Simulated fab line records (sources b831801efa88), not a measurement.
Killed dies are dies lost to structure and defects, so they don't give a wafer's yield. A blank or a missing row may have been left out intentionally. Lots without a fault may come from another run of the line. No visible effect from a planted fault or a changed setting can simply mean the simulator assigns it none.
fab line records	flow sky130	part 1 of 2: steps 1 to 42 of 44
record lots=6	wafers=18	last-day=50
route steps=708 shown SONOS_TUNNEL@160 SONOS_ONO@168 GATE_OXIDE@187 PAD_OPEN@708
lots that met no fault: from a run of the same line without faults
start-h: the number of hours between the record's first day and the start of the first shown wafer of the lot	wait-h: hours since the lot's step before	" the same as in the row above	L1.1+2: one row covering several wafers at once	- no value, or no start was given	* or withheld: withheld	< > ~ a bound
route shown NAME@n: names a module that has steps shown in the file, with the first one's number in the route	usual: the fault-free wafers' mean and standard deviation	same: alike in all rows	chamber/n: place in a boat	sites: each site's reading	_std_site: how widely they spread, as a standard deviation	_edge_site: inner sites' mean taken away from outer sites' mean	radius-mm: for every site, how far away it sits from the centre of the wafer	mask NAME#n: copy n	behind: tool/chamber where the wafer was last shaped	hold: what put the lot on hold/how long, in hours/how the hold closed	device: which transistor (n, p or np) failed to switch	end of line: tests of these same wafers at the route's end	a step given without rows: its recipe and nothing more	killed: dies lost to structure and defects at the first sort, not the wafer's yield	map: dies across one wafer; x = killed, . = not, _ = none there
set.NAME: the run value of the setting; set.NAME@STEP: its run value at that earlier step	model.NAME: the simulator's own value behind a step, which no gauge read
lots at some steps of the route; a table a step, a row a wafer
services: when a tool's chamber went out of use (start-h, in hours from the record's first day, below 0 if earlier), for how many hours, and the reason
## steps
# step SKY_SONOS_TUNNEL_DEVELOP_06
# recipe resist=NOVOLAK	developer=TMAH	develop-time-s=60	dev-temp-c=23
# step SKY_SONOS_TUNNEL_CD_MEAS_07
# recipe target-cd-nm=410
# usual cd-nm=410.2/1.8
lot.wafer	tool	chamber	start-h	wait-h	cd-nm
L355.3	cd-sem-02	-	275.29	0.1	406.9
L355.4	"	-	"	"	408.3
L355.6	"	-	"	"	407.7
L360.3	cd-sem-01	-	312.84	0.1	409.7
L360.4	"	-	"	"	411.3
L360.6	"	-	"	"	413.6
L361.2	cd-sem-01	-	320.59	0.2	407.5
L361.3	"	-	"	"	409.0
L361.5	"	-	"	"	407.3
L369.2	cd-sem-01	-	384.17	0.1	407.7
L369.3	"	-	"	"	409.7
L369.6	"	-	"	"	409.4
L373.2	cd-sem-02	-	415.31	0.1	408.1
L373.4	"	-	"	"	409.7
L373.5	"	-	"	"	407.0
L374.3	cd-sem-01	-	421.19	0.1	410.6
L374.4	"	-	"	"	410.6
L374.6	"	-	"	"	409.8
# step SKY_SONOS_TUNNEL_OVL_MEAS_08
# usual SONOS_TUNNEL_OVL=0.6/1.3
lot.wafer	tool	chamber	start-h	wait-h	SONOS_TUNNEL_OVL[nm]
L355.3	overlay-02	-	275.38	0.1	2.4
L355.4	"	-	"	"	2.0
L355.6	"	-	"	"	3.1
L360.3	overlay-01	-	312.95	0.1	-1.0
L360.4	"	-	"	"	-0.7
L360.6	"	-	"	"	-0.2
L361.2	overlay-02	-	320.69	0.1	1.4
L361.3	"	-	"	"	-0.6
L361.5	"	-	"	"	0.9
L369.2	overlay-01	-	384.27	0.1	1.3
L369.3	"	-	"	"	0.0
L369.6	"	-	"	"	2.2
L373.2	overlay-02	-	415.42	0.1	3.1
L373.4	"	-	"	"	1.6
L373.5	"	-	"	"	2.2
L374.3	overlay-02	-	421.28	0.1	-0.3
L374.4	"	-	"	"	0.5
L374.6	"	-	"	"	-0.5
# step SKY_SONOS_TUNNEL_IMPLANT_09
# recipe species=B	energy-kev=20	dose-cm2=1e+12	tilt-deg=withheld
# step SKY_SONOS_TUNNEL_WET_ETCH_10
# recipe chemistry=dHF	target-depth-nm=14	target=SiO2	dilution=100:1	temp-c=25	time-s=280
# step SKY_SONOS_TUNNEL_STRIP_11
# recipe chemistry=SPM	time-s=600	temp-c=130
# step SKY_SONOS_TUNNEL_TW_MEAS_12
# usual SONOS_TUNNEL_TW=195.7/2.9
lot.wafer	tool	chamber	start-h	wait-h	SONOS_TUNNEL_TW
L355.3	film-metro-02	-	275.94	0.0	193.9
L355.4	"	-	"	"	193.5
L355.6	"	-	"	"	193.7
L360.3	film-metro-03	-	313.41	0.0	194.4
L360.4	"	-	"	"	194.2
L360.6	"	-	"	"	195.2
L361.2	film-metro-02	-	321.15	0.0	196.3
L361.3	"	-	"	"	196.1
L361.5	"	-	"	"	194.7
L369.2	film-metro-01	-	384.72	0.0	200.9
L369.3	"	-	"	"	201.9
L369.6	"	-	"	"	200.9
L373.2	film-metro-03	-	415.87	0.0	195.4
L373.4	"	-	"	"	194.1
L373.5	"	-	"	"	195.4
L374.3	film-metro-03	-	421.74	0.0	194.3
L374.4	"	-	"	"	194.3
L374.6	"	-	"	"	193.0
# step SKY_SONOS_TUNNEL_CLEAN_13
# recipe chemistry=dHF	time-s=20	dilution=100:1	dry=ipa-marangoni
# step SKY_SONOS_ONO_OXIDATION_00
# recipe temp-c=800	ambient=O2	idle-temp-c=700	ramp-up-c-per-min=10	ramp-down-c-per-min=3	stabilise-s=600	purge-s=300	target-thk-a=26	ox-time-s=1249
# step SKY_SONOS_ONO_THK_MEAS_01
# recipe reads=SiO2_of_SONOS_ONO_OXIDATION_00
# usual SONOS_ONO_OXIDATION_THK=2.60/0.056
lot.wafer	tool	chamber	start-h	wait-h	SONOS_ONO_OXIDATION_THK[nm]
L355.3	film-metro-04	-	278.38	0.0	2.52
L355.4	"	-	"	"	2.52
L355.6	"	-	"	"	2.57
L360.3	film-metro-02	-	315.01	0.0	2.53
L360.4	"	-	"	"	2.55
L360.6	"	-	"	"	2.60
L361.2	film-metro-01	-	323.21	0.0	2.55
L361.3	"	-	"	"	2.48
L361.5	"	-	"	"	2.50
L369.2	film-metro-02	-	387.78	0.0	2.59
L369.3	"	-	"	"	2.56
L369.6	"	-	"	"	2.57
L373.2	film-metro-01	-	419.01	0.0	2.56
L373.4	"	-	"	"	2.50
L373.5	"	-	"	"	2.60
L374.3	film-metro-04	-	425.75	0.0	2.56
L374.4	"	-	"	"	2.55
L374.6	"	-	"	"	2.55
# step SKY_SONOS_ONO_CVD_02
# recipe material=Si3N4	precursor=DCS/NH3	target-thk-nm=10.5	temp-c=770	time-s=180	pressure-mtorr=250
# step SKY_SONOS_ONO_THK_MEAS_03
# recipe reads=Si3N4_of_SONOS_ONO_CVD_02
# usual SONOS_ONO_CVD_02_THK=10.44/0.13
lot.wafer	tool	chamber	start-h	wait-h	SONOS_ONO_CVD_02_THK[nm]
L355.3	film-metro-02	-	279.93	0.0	10.43
L355.4	"	-	"	"	10.52
L355.6	"	-	"	"	10.40
L360.3	film-metro-01	-	317.11	0.0	10.41
L360.4	"	-	"	"	10.23
L360.6	"	-	"	"	10.32
L361.2	film-metro-02	-	325.28	0.0	10.43
L361.3	"	-	"	"	10.36
L361.5	"	-	"	"	10.32
L369.2	film-metro-02	-	388.89	0.0	10.23
L369.3	"	-	"	"	10.21
L369.6	"	-	"	"	10.28
L373.2	film-metro-01	-	423.94	0.0	10.57
L373.4	"	-	"	"	10.39
L373.5	"	-	"	"	10.41
L374.3	film-metro-02	-	426.86	0.0	10.56
L374.4	"	-	"	"	10.57
L374.6	"	-	"	"	10.59
# step SKY_SONOS_ONO_CVD_04
# recipe material=SiO2	precursor=SiH4/N2O	target-thk-nm=5.7199	temp-c=900	pressure-mtorr=400
# usual spike-tc-bottom-C=919.5/2.6	spike-tc-centre-C=899.0/1	spike-tc-lower-C=900.4/1.1	zone-power-centre-pct=18.7/0.66	zone-power-lower-pct=17.4/2.6
# same time-s=900
lot.wafer	tool	chamber	start-h	wait-h	spike-tc-bottom-C	spike-tc-centre-C	spike-tc-lower-C	zone-power-centre-pct	zone-power-lower-pct	model.SiO2_of_SONOS_ONO_CVD_04.thk-nm
L355.3	lpcvd-03	1	279.97	0.0	922.0	900.8	902.2	19.4	20.7	5.993
L355.4	"	1	"	"	922.2	898.0	900.3	19.4	20.7	5.885
L355.6	"	1	"	"	922.0	900.4	901.0	19.2	20.4	5.981
L360.3	lpcvd-03	0	317.15	0.0	908.6	893.3	944.9	10.2	30.3	6.731
L360.4	"	0	"	"	909.1	893.5	944.6	10.2	30.3	6.324
L360.6	"	0	"	"	910.2	892.1	944.4	10.2	30.1	6.01
L361.2	lpcvd-03	0	325.33	0.0	909.6	892.9	943.8	10.2	30.3	5.724
L361.3	"	0	"	"	909.8	893.4	944.2	10.2	30.1	5.603
L361.5	"	0	"	"	909.6	893.3	944.8	10.3	30.3	5.663
L369.2	lpcvd-03	0	388.94	0.0	918.8	898.0	899.2	18.1	15.0	5.803
L369.3	"	0	"	"	917.2	899.4	899.3	18.2	15.1	5.746
L369.6	"	0	"	"	918.1	899.0	902.0	18.2	15.0	5.76
L373.2	lpcvd-03	1	423.99	0.0	920.9	898.3	901.7	19.4	20.6	5.718
L373.4	"	1	"	"	921.0	898.8	897.9	19.3	20.5	5.75
L373.5	"	1	"	"	923.8	897.8	901.5	19.7	20.3	5.712
L374.3	lpcvd-03	0	426.90	0.0	917.4	899.3	899.6	18.3	15.5	5.675
L374.4	"	0	"	"	915.8	898.9	901.4	18.3	15.2	5.667
L374.6	"	0	"	"	916.1	898.1	902.1	18.1	15.2	5.729
# step SKY_SONOS_ONO_THK_MEAS_05
# recipe reads=SiO2_of_SONOS_ONO_CVD_04
# usual SONOS_ONO_CVD_04_THK=5.76/0.1
lot.wafer	tool	chamber	start-h	wait-h	SONOS_ONO_CVD_04_THK[nm]
L355.3	film-metro-04	-	281.24	0.0	6.02
L355.4	"	-	"	"	5.92
L355.6	"	-	"	"	6.05
L360.3	film-metro-04	-	318.42	0.0	6.72
L360.4	"	-	"	"	6.35
L360.6	"	-	"	"	6.03
L361.2	film-metro-01	-	326.59	0.0	5.73
L361.3	"	-	"	"	5.63
L361.5	"	-	"	"	5.62
L369.2	film-metro-04	-	390.20	0.0	5.77
L369.3	"	-	"	"	5.70
L369.6	"	-	"	"	5.75
L373.2	film-metro-04	-	425.25	0.0	5.72
L373.4	"	-	"	"	5.72
L373.5	"	-	"	"	5.78
L374.3	film-metro-02	-	428.17	0.0	5.67
L374.4	"	-	"	"	5.65
L374.6	"	-	"	"	5.72
# step SKY_SONOS_ONO_DEHYDRATE_06
# recipe temp-c=200	time-s=60
# step SKY_SONOS_ONO_HMDS_07
# recipe prime-time-s=60	prime-temp-c=120
# step SKY_SONOS_ONO_COAT_08
# recipe resist=NOVOLAK	spin-rpm=3000	resist-thk-nm=1140
# step SKY_SONOS_ONO_SOFTBAKE_09
# recipe temp-c=90	time-s=60	resist=NOVOLAK
# step SKY_SONOS_ONO_EXPOSE_10
# recipe mask-id=ONOM	target-cd-nm=410	na=0.6	source-shape=conventional	sigma-outer=0.6	dose-mj=150
# step SKY_SONOS_ONO_PEB_11
# recipe temp-c=withheld	time-s=*	resist=NOVOLAK
# step SKY_SONOS_ONO_DEVELOP_12
# recipe develop-time-s=60	dev-temp-c=23
# step SKY_SONOS_ONO_CD_MEAS_13
# recipe target-cd-nm=410
# usual cd-nm=409.2/2.3
lot.wafer	tool	chamber	start-h	wait-h	cd-nm
L355.3	cd-sem-02	-	306.69	0.1	406.7
L355.4	"	-	"	"	410.2
L355.6	"	-	"	"	407.3
L360.3	cd-sem-01	-	345.33	0.1	410.5
L360.4	"	-	"	"	411.0
L360.6	"	-	"	"	411.3
L361.2	cd-sem-02	-	351.87	0.1	412.6
L361.3	"	-	"	"	410.8
L361.5	"	-	"	"	413.0
L369.2	cd-sem-01	-	419.91	0.1	405.9
L369.3	"	-	"	"	403.9
L369.6	"	-	"	"	405.5
L373.2	cd-sem-02	-	455.41	0.1	408.6
L373.4	"	-	"	"	408.4
L373.5	"	-	"	"	410.8
L374.3	cd-sem-01	-	458.79	0.1	406.3
L374.4	"	-	"	"	406.6
L374.6	"	-	"	"	406.0
# step SKY_SONOS_ONO_OVL_MEAS_14
# usual SONOS_ONO_OVL=-0.9/1.6
lot.wafer	tool	chamber	start-h	wait-h	SONOS_ONO_OVL[nm]
L355.3	overlay-01	-	306.78	0.1	-1.9
L355.4	"	-	"	"	-2.3
L355.6	"	-	"	"	-2.5
L360.3	overlay-02	-	345.43	0.1	-0.3
L360.4	"	-	"	"	0.1
L360.6	"	-	"	"	-0.8
L361.2	overlay-02	-	351.97	0.1	2.4
L361.3	"	-	"	"	-0.2
L361.5	"	-	"	"	0.1
L369.2	overlay-02	-	420.02	0.1	-3.5
L369.3	"	-	"	"	-3.0
L369.6	"	-	"	"	-2.5
L373.2	overlay-02	-	455.52	0.1	-0.6
L373.4	"	-	"	"	-1.0
L373.5	"	-	"	"	-0.2
L374.3	overlay-02	-	458.88	0.1	-3.8
L374.4	"	-	"	"	-3.2
L374.6	"	-	"	"	-2.9
# step SKY_SONOS_ONO_ETCH_15
# recipe target-depth-nm=19.52	chemistry=CHF3/O2	source-w=600	bias-w=200	pressure-mtorr=40	chf3-flow-sccm=50	O2_flow_sccm=5	time-s=7.8
# usual drypump-motor-current-A=5.6/0.4	oes-product-au=1.002/0.0083	throttle-valve-pct=8.825/0.008
# same time-s=7.8
lot.wafer	tool	chamber	start-h	wait-h	drypump-motor-current-A	oes-product-au	rf-hours-counter-h	throttle-valve-pct
L355.3	rie-diel-02	3	306.80	0.0	5.6	1.001	2	8.820
L355.4	"	0	"	"	5.9	0.988	124	8.820
L355.6	"	1	"	"	5.7	0.999	-	8.835
L360.3	rie-diel-04	3	345.45	0.0	5.8	0.995	90	8.805
L360.4	"	0	"	"	6.5	0.986	2	8.816
L360.6	"	0	"	"	6.5	0.989	-	8.829
L361.2	rie-diel-03	3	352.00	0.0	5.0	0.995	53	8.825
L361.3	"	1	"	"	5.6	0.992	52	8.819
L361.5	"	1	"	"	5.5	1.008	-	8.818
L369.2	rie-diel-03	0	420.05	0.0	5.1	0.995	1	8.828
L369.3	"	1	"	"	5.6	1.014	53	8.824
L369.6	"	1	"	"	5.6	1.018	-	8.820
L373.2	rie-diel-02	1	455.55	0.0	5.7	0.990	45	8.827
L373.4	"	3	"	"	5.6	1.006	4	8.823
L373.5	"	0	"	"	6.0	0.998	-	8.818
L374.3	rie-diel-04	0	458.90	0.0	6.5	0.983	4	8.819
L374.4	"	3	"	"	5.8	0.997	93	8.838
L374.6	"	2	"	"	5.9	1.000	-	8.815
# step SKY_SONOS_ONO_WET_ETCH_16
# recipe chemistry=dHF	target-depth-nm=14	dry=n2-spin	target=SiO2	dilution=100:1	temp-c=25	time-s=280
# step SKY_SONOS_ONO_STRIP_17
# recipe chemistry=O2/N2	power-w=1400	pressure-mtorr=1500	platen-temp-c=withheld	o2-flow-sccm=3000	n2-flow-sccm=300	overash-fraction=0.5
# usual drypump-motor-current-A=5.8/0.42	n2-flow-sccm=300.0/0.86	oes-product-au=0.709/0.0045	strip-time-to-endpoint-s=14.10/0.041
lot.wafer	tool	chamber	start-h	wait-h	drypump-motor-current-A	n2-flow-sccm	oes-product-au	rf-hours-counter-h	strip-time-to-endpoint-s
L355.3	plasma-asher-03	0	306.94	0.0	5.8	301.0	0.707	-	14.17
L355.4	"	1	"	"	5.3	298.8	0.705	-	14.14
L355.6	"	1	"	"	5.3	299.3	0.718	-	14.14
L360.3	plasma-asher-04	1	345.59	0.0	6.6	301.5	0.711	-	14.13
L360.4	"	0	"	"	5.7	298.9	0.700	-	14.12
L360.6	"	1	"	"	6.6	301.3	0.705	-	14.09
L361.2	plasma-asher-04	0	352.11	0.0	5.7	299.8	0.707	56	14.12
L361.3	"	1	"	"	6.6	299.0	0.713	-	14.15
L361.5	"	0	"	"	5.7	300.0	0.721	-	14.15
L369.2	plasma-asher-01	1	420.16	0.0	5.6	300.2	0.705	77	14.08
L369.3	"	0	"	"	6.1	301.2	0.716	-	14.07
L369.6	"	1	"	"	5.5	299.1	0.707	-	14.09
L373.2	plasma-asher-01	0	455.66	0.0	6.1	298.5	0.708	81	14.03
L373.4	"	1	"	"	5.6	299.1	0.713	-	14.08
L373.5	"	1	"	"	5.6	299.7	0.709	-	14.05
L374.3	plasma-asher-03	0	459.04	0.0	5.8	300.2	0.709	-	14.04
L374.4	"	1	"	"	5.3	300.1	0.719	-	14.05
L374.6	"	0	"	"	5.8	300.8	0.716	-	14.05
# step SKY_SONOS_ONO_WET_ETCH_18
# recipe chemistry=H3PO4	target-depth-nm=15	target=Si3N4	temp-c=160	time-s=172
# step SKY_GATE_OXIDE_CLEAN_00
# recipe chemistry=SC1/SC2	mix=1:4:20	temp-c=70	time-s=150	dry=n2-spin
# step SKY_GATE_OXIDE_OXIDATION_01
# recipe temp-c=900	ambient=O2	stabilise-s=600	purge-s=300	target-thk-a=102.68	ox-time-s=1473
# step SKY_GATE_OXIDE_THK_MEAS_02
# recipe reads=SiO2_of_GATE_OXIDE_OXIDATION_01
# usual GATE_OXIDE_OXIDATION_00_THK=10.26/0.15
lot.wafer	tool	chamber	start-h	wait-h	GATE_OXIDE_OXIDATION_00_THK[nm]
L355.3	film-metro-02	-	309.41	0.0	10.28
L355.4	"	-	"	"	10.42
L355.6	"	-	"	"	10.40
L360.3	film-metro-02	-	348.49	0.0	10.34
L360.4	"	-	"	"	10.46
L360.6	"	-	"	"	10.30
L361.2	film-metro-02	-	353.96	0.0	10.22
L361.3	"	-	"	"	10.09
L361.5	"	-	"	"	10.21
L369.2	film-metro-02	-	421.82	0.0	10.15
L369.3	"	-	"	"	10.02
L369.6	"	-	"	"	9.97
L373.2	film-metro-03	-	457.30	0.0	10.09
L373.4	"	-	"	"	9.97
L373.5	"	-	"	"	10.15
L374.3	film-metro-02	-	460.80	0.0	10.32
L374.4	"	-	"	"	10.51
L374.6	"	-	"	"	10.32
# step SKY_GATE_OXIDE_DEHYDRATE_03
# recipe temp-c=200	time-s=60
# step SKY_GATE_OXIDE_HMDS_04
# recipe prime-time-s=60	prime-temp-c=120
# step SKY_GATE_OXIDE_COAT_05
# recipe resist=NOVOLAK	spin-rpm=3000	resist-thk-nm=1140
# step SKY_GATE_OXIDE_SOFTBAKE_06
# recipe temp-c=90	time-s=60	resist=NOVOLAK
# step SKY_GATE_OXIDE_EXPOSE_07
# recipe mask-id=LVOM	na=0.6	source-shape=conventional	sigma-outer=0.6	polarization=unpolarized	target-cd-nm=600	dose-mj=170
# step SKY_GATE_OXIDE_PEB_08
# recipe temp-c=withheld	time-s=*	resist=NOVOLAK
# step SKY_GATE_OXIDE_DEVELOP_09
# recipe resist=NOVOLAK	developer=TMAH	develop-time-s=60	dev-temp-c=23
# step SKY_GATE_OXIDE_OVL_MEAS_10
# usual GATE_OXIDE_OVL=0.5/1.5
lot.wafer	tool	chamber	start-h	wait-h	GATE_OXIDE_OVL[nm]
L355.3	overlay-02	-	335.26	0.1	0.2
L355.4	"	-	"	"	-1.0
L355.6	"	-	"	"	-1.9
L360.3	overlay-01	-	376.26	0.1	0.1
L360.4	"	-	"	"	-0.2
L360.6	"	-	"	"	0.6
L361.2	overlay-02	-	381.40	0.1	0.1
L361.3	"	-	"	"	0.9
L361.5	"	-	"	"	-0.8
L369.2	overlay-01	-	452.11	0.1	3.2
L369.3	"	-	"	"	2.3
L369.6	"	-	"	"	2.3
L373.2	overlay-01	-	488.45	0.1	0.7
L373.4	"	-	"	"	0.0
L373.5	"	-	"	"	0.4
L374.3	overlay-01	-	491.81	0.1	1.0
L374.4	"	-	"	"	1.5
L374.6	"	-	"	"	0.8
# step SKY_GATE_OXIDE_IMPLANT_11
# recipe species=B	energy-kev=10	dose-cm2=2.6e+12	tilt-deg=withheld
# step SKY_GATE_OXIDE_WET_ETCH_12
# recipe chemistry=dHF	target-depth-nm=16.8	dry=n2-spin	target=SiO2	dilution=100:1	temp-c=25	time-s=336
# step SKY_GATE_OXIDE_STRIP_13
# recipe chemistry=O2/N2	power-w=1400	pressure-mtorr=1500	platen-temp-c=withheld	o2-flow-sccm=3000	n2-flow-sccm=300	overash-fraction=0.5
# usual drypump-motor-current-A=5.9/0.49	n2-flow-sccm=300.0/0.91	oes-product-au=0.717/0.0044	strip-time-to-endpoint-s=14.18/0.042
lot.wafer	tool	chamber	start-h	wait-h	drypump-motor-current-A	n2-flow-sccm	oes-product-au	rf-hours-counter-h	strip-time-to-endpoint-s
L355.3	plasma-asher-02	0	335.57	0.0	6.1	299.3	0.716	-	14.16
L355.4	"	1	"	"	6.8	298.8	0.716	-	14.18
L355.6	"	0	"	"	6.1	299.5	0.721	-	14.16
L360.3	plasma-asher-01	1	376.57	0.0	5.6	299.3	0.719	-	14.16
L360.4	"	0	"	"	6.1	298.2	0.723	-	14.18
L360.6	"	1	"	"	5.6	298.8	0.718	-	14.15
L361.2	plasma-asher-01	0	381.69	0.0	6.1	297.9	0.713	74	14.21
L361.3	"	1	"	"	5.6	299.4	0.712	-	14.18
L361.5	"	0	"	"	6.1	298.8	0.714	-	14.17
L369.2	plasma-asher-02	1	452.40	0.0	6.9	300.5	0.715	2	14.12
L369.3	"	0	"	"	6.1	301.4	0.725	-	14.15
L369.6	"	0	"	"	6.1	300.5	0.721	-	14.15
L373.2	plasma-asher-01	0	489.04	0.0	6.1	300.1	0.720	84	14.23
L373.4	"	1	"	"	5.6	299.8	0.718	-	14.24
L373.5	"	0	"	"	6.1	299.8	0.715	-	14.23
L374.3	plasma-asher-01	0	492.42	0.0	6.1	300.5	0.720	-	14.24
L374.4	"	1	"	"	5.5	299.9	0.718	-	14.27
L374.6	"	0	"	"	6.1	299.3	0.713	-	14.19
# step SKY_GATE_OXIDE_TW_MEAS_14
# usual GATE_OXIDE_TW=222.3/2.4
lot.wafer	tool	chamber	start-h	wait-h	GATE_OXIDE_TW
L355.3	film-metro-03	-	335.66	0.1	221.9
L355.4	"	-	"	"	220.3
L355.6	"	-	"	"	221.4
L360.3	film-metro-04	-	376.66	0.1	225.5
L360.4	"	-	"	"	225.1
L360.6	"	-	"	"	227.8
L361.2	film-metro-03	-	381.80	0.1	221.0
L361.3	"	-	"	"	222.0
L361.5	"	-	"	"	221.7
L369.2	film-metro-03	-	452.51	0.1	223.0
L369.3	"	-	"	"	223.4
L369.6	"	-	"	"	223.0
L373.2	film-metro-03	-	489.15	0.1	220.5
L373.4	"	-	"	"	221.3
L373.5	"	-	"	"	220.6
L374.3	film-metro-03	-	492.51	0.1	220.8
L374.4	"	-	"	"	220.5
L374.6	"	-	"	"	221.3
## key
first-sign step=SKY_SONOS_ONO_CVD_04	reading=spike-tc-lower-C	direction=up	sigmas=42	usual=900.4	struck=944.4
effect step=SKY_SONOS_ONO_CVD_04	reading=zone-power-centre-pct	direction=down	sigmas=13	usual=18.7	struck=10.2
effect step=SKY_SONOS_ONO_THK_MEAS_05	reading=SONOS_ONO_CVD_04_THK	direction=up	sigmas=2.5	usual=5.76	struck=6.01	wafers-moved=3
model-effect step=SKY_SONOS_ONO_CVD_04	value=SiO2_of_SONOS_ONO_CVD_04.thk-nm	without=5.725	struck=6.009
model-effect step=SKY_GATE_OXIDE_CLEAN_15	value=SiO2_of_SONOS_ONO_CVD_04.thk-nm	without=4.205	struck=4.489
model-effect step=SKY_PAD_OPEN_PROBE_99	value=etest.sonos-erased.drive-ua-um	without=209.1	struck=177.3
met-at SKY_SONOS_ONO_CVD_04
struck-wafers L360.3,L360.4,L360.6,L361.2,L361.3,L361.5
rows-end L361.2,L361.3,L361.5
tester-left-out L360
onset-between 279.97 317.15
fault kind=process-parameter-drift	tool=lpcvd-03	chamber=-	onset-h=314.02	steps=SKY_SONOS_ONO_CVD_04	channel=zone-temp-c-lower	offset=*	shape=step	end-h=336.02
# tester-left-out: of these lots the tester's yield and bins aren't shown, on N5 and GAA mostly nor the transistor test; their killed dies are dies lost to structure and defects alone, not to doping, threshold or leakage, so they don't give the yield
# rows-end: these wafers met a further fault down the route, and their rows from its step on are left out
